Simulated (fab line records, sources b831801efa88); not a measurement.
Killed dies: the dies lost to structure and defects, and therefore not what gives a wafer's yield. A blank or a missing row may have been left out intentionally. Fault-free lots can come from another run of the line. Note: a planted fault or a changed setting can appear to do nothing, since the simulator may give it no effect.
Which tool is to blame? / flow gf180mcu / 6 lots with 18 wafers sampled at 3 steps, on a route of 602 steps

## WHAT THE GAUGES SHOWED, per wafer
GF_HV_LDD_OVL_MEAS_20.
lot=L404; measured=day 11 09:07; on=overlay-02; HV_LDD_01_OVL (nm)=1.3 0.3 -0.1
lot=L408; measured=day 12 13:46; on=overlay-01; HV_LDD_01_OVL (nm)=-1.5 -0.5 0.0
lot=L411; measured=day 13 17:07; on=overlay-02; HV_LDD_01_OVL (nm)=2.3 -0.4 1.9
lot=L413; measured=day 14 07:35; on=overlay-02; HV_LDD_01_OVL (nm)=0.0 0.8 0.5
lot=L417; measured=day 15 14:10; on=overlay-01; HV_LDD_01_OVL (nm)=0.1 -0.8 -1.9
lot=L419; measured=day 16 03:52; on=overlay-01; HV_LDD_01_OVL (nm)=-0.2 -0.9 -1.4

## EACH LOT AND THE TOOL THAT RAN IT (in order: tool; ch and the chambers of the sampled wafers; start)
lot=L404; GF_MVPSD_COAT_02=lithoTrack-04 ch 0, day 5 06:09; GF_MVPSD_STRIP_10=plasmaAsher-02 ch 0,1, day 5 14:17
lot=L408; GF_MVPSD_COAT_02=lithoTrack-03 ch 0, day 6 04:33; GF_MVPSD_STRIP_10=plasmaAsher-03 ch 0,1, day 6 12:26
lot=L411; GF_MVPSD_COAT_02=lithoTrack-03 ch 0, day 7 00:00; GF_MVPSD_STRIP_10=plasmaAsher-03 ch 0,1, day 7 07:56
lot=L413; GF_MVPSD_COAT_02=lithoTrack-03 ch 0, day 7 09:52; GF_MVPSD_STRIP_10=plasmaAsher-02 ch 0,1, day 7 18:40
lot=L417; GF_MVPSD_COAT_02=lithoTrack-03 ch 0, day 8 10:27; GF_MVPSD_STRIP_10=plasmaAsher-01 ch 0,1, day 8 18:29
lot=L419; GF_MVPSD_COAT_02=lithoTrack-03 ch 0, day 8 21:12; GF_MVPSD_STRIP_10=plasmaAsher-02 ch 0,1, day 9 06:50
- GF_MVPSD_COAT_02: resist thk 3000 nm.
- GF_MVPSD_STRIP_10: strips in O2/N2.

## THE ANSWER, worked out from the rows above alone
Rule: usual is defined by the lots themselves. Put in order of their means at a reading, lots are off if they are a third of the lots or fewer, leave a main group of 4 or more, and stand apart from it by a gap of 3 or more times the standard deviation of the main group's means; of several such gaps the widest counts. Not used: any main group whose means are identical at the precision the tables above print for the reading. Also off: a lot with no number at a reading for which 4 or more lots have one. Where the step has rows for the other lots, those lots are counted as sound.
Nothing can be told from this: no lot is off at any reading shown.

## WHAT THE SIMULATOR HAD INSERTED
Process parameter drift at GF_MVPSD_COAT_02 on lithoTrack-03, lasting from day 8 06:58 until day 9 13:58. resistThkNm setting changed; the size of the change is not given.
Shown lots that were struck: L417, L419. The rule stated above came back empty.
